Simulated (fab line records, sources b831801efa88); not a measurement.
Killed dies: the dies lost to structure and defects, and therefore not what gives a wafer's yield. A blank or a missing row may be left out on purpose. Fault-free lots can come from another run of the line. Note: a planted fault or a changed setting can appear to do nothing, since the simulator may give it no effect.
Matching of chambers | flow sky130 | SKY_CONTACT_CMP_04 on cmp-02: 4 sister chambers
The step polishes SiO2. 4 wafers are shown with their chamber, then 8 later ones without.

WAFERS, EACH WITH ITS CHAMBER
wafer  | chamber | motorCurrentA (A)
L185.5 | 1       | 11.9
L195.5 | 2       | 13.0
L197.5 | 0       | 12.1
L203.1 | 3       | 12.3

WAFERS MISSING THEIR CHAMBER
wafer  | motorCurrentA (A)
L203.5 | 13.1
L203.6 | 12.3
L206.1 | 11.6
L206.3 | 12.4
L206.4 | 12.4
L205.1 | 13.9
L205.2 | 11.2
L205.4 | 11.2

THE CHAMBER EACH PASSED THROUGH
wafer  | from the rows above               | in truth
L203.5 | can't be placed: 2 or 3 or 0      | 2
L203.6 | can't be placed: 3 or 0 or 1 or 2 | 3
L206.1 | can't be placed: 1 or 0 or 3      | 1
L206.3 | can't be placed: 3 or 0 or 1 or 2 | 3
L206.4 | can't be placed: 3 or 0 or 1 or 2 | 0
L205.1 | can't be placed: 2 or 3 or 0      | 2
L205.2 | can't be placed: 1 or 0 or 3      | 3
L205.4 | can't be placed: 1 or 0 or 3      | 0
Correctly placed: 0 of 8. These rows do not allow placing 8 (true chamber among the candidates in 8). Placed wrongly: 0.
How it was worked out, from the rows above alone: a wafer's distance from a chamber is the root of the sum, over the readings, of the square of ((its reading less the chamber's mean) divided by the reading's scatter). If the next closest chamber is less than 2 further off than the closest, the wafer can't be placed; otherwise it belongs to the closest. For every chamber, the mean is computed from those of its wafers that are shown. The scatter: root of mean squared gap, hidden wafer to nearest shown wafer, with one shown wafer a chamber.
